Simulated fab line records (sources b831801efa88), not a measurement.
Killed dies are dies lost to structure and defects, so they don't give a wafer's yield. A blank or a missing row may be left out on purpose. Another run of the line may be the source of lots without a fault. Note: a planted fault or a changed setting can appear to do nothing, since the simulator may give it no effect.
2 desks, one fault + flow gf180mcu + every desk sees just its own numbers, and what lay behind them comes last

== METROLOGY DESK ==
Means of the sampled wafers that have a number, per lot and without regard to the tool the lot ran on: this is what the gauges read. A lot is out of limits, marked OUT, if its mean lies more than 4 standard deviations from the usual mean; the brackets give that distance.
Columns: A = cd_nm at GF_POLY_GATE_CD_MEAS_10, usual 280.4 nm; B = NSD_RS at GF_PSD_RS_MEAS_14, usual 45.90 ohm/sq; C = PSD_RS at GF_PSD_RS_MEAS_15, usual 108.63 ohm/sq
| lot  | first seen here | A     | B               | C                |
|------|-----------------|-------|-----------------|------------------|
| L311 | day 9 12:02     | 278.8 | 45.88           | 108.70           |
| L312 | day 9 22:03     | 280.0 | 45.83           | 108.38           |
| L314 | day 10 07:10    | 279.0 | 49.45 (+37) OUT | 127.36 (+65) OUT |
| L315 | day 10 15:38    | 281.3 | 49.22 (+35) OUT | 126.96 (+63) OUT |
| L316 | day 10 23:06    | 280.7 | 45.92           | 108.72           |
| L323 | day 13 02:23    | 281.3 | 45.85           | 108.89           |
| L325 | day 13 15:27    | 279.8 | 45.70           | 108.33           |
| L328 | day 14 13:10    | 279.8 | 45.90           | 108.49           |
| L329 | day 14 20:47    | 282.3 | 45.94           | 108.61           |
| L330 | day 15 05:08    | 280.6 | 45.91           | 108.71           |
| L331 | day 15 15:26    | 280.9 | 45.97           | 108.59           |
| L332 | day 15 16:46    | 278.0 | 45.97           | 108.41           |
This desk's finding: out of limits on L314, L315; first on L314, day 15 13:05 (NSD_RS at GF_PSD_RS_MEAS_14). L311, L312, L316, L323, L325, L328, L329, L330, L331, L332 stayed within limits.

== TOOL OWNER'S DESK, rtp_anneal-01 ==
The tool's own readings at GF_PSD_RTA_13 (time 20 s): means of the sampled wafers that have a number, for each lot that ran on this tool. A lot is out of limits, marked OUT, if its mean lies more than 4 standard deviations from the usual mean; the brackets give that distance.
Columns: A = lamp_power_pct at GF_PSD_RTA_13, usual 34.49 %; B = wafer_temp_C_max at GF_PSD_RTA_13, usual 1028.3
| lot  | first seen here | A               | B                |
|------|-----------------|-----------------|------------------|
| L311 | day 14 17:23    | 34.64           | 1028.1           |
| L312 | day 15 02:13    | 34.60           | 1027.7           |
| L314 | day 15 13:01    | 32.20 (-11) OUT | 1001.0 (-33) OUT |
| L315 | day 15 22:20    | 32.16 (-12) OUT | 1000.2 (-34) OUT |
| L323 | day 18 21:32    | 34.63           | 1027.6           |
| L328 | day 20 14:40    | 34.66           | 1028.6           |
| L329 | day 21 01:44    | 34.65           | 1028.6           |
| L330 | day 21 09:13    | 34.63           | 1027.9           |
| L331 | day 21 18:44    | 34.66           | 1027.6           |
| L332 | day 21 20:52    | 34.66           | 1027.8           |
This desk finds L314, L315 out of limits, L314 being first, at day 15 13:01 (lamp_power_pct at GF_PSD_RTA_13). L311, L312, L323, L328, L329, L330, L331, L332 stayed within limits.

== BROUGHT TOGETHER ==
On L314, L315, at day 15 13:01, an alarm was possible from the tool owner's desk.
An alarm was possible from the metrology desk at day 15 13:05, on L314, L315.
GF_PSD_RTA_13 was run on rtp_anneal-01 by each of the lots named.

== WHAT HAD BEEN PUT IN BY THE SIMULATOR ==
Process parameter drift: rtp_anneal-01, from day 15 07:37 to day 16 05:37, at GF_PSD_RTA_13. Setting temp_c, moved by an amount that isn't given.
Shown lots that were struck: L314, L315.
Delay (hours) between the fault's onset and each desk's first out-of-limits reading: 5 at the tool owner's desk, 5 at the metrology desk.
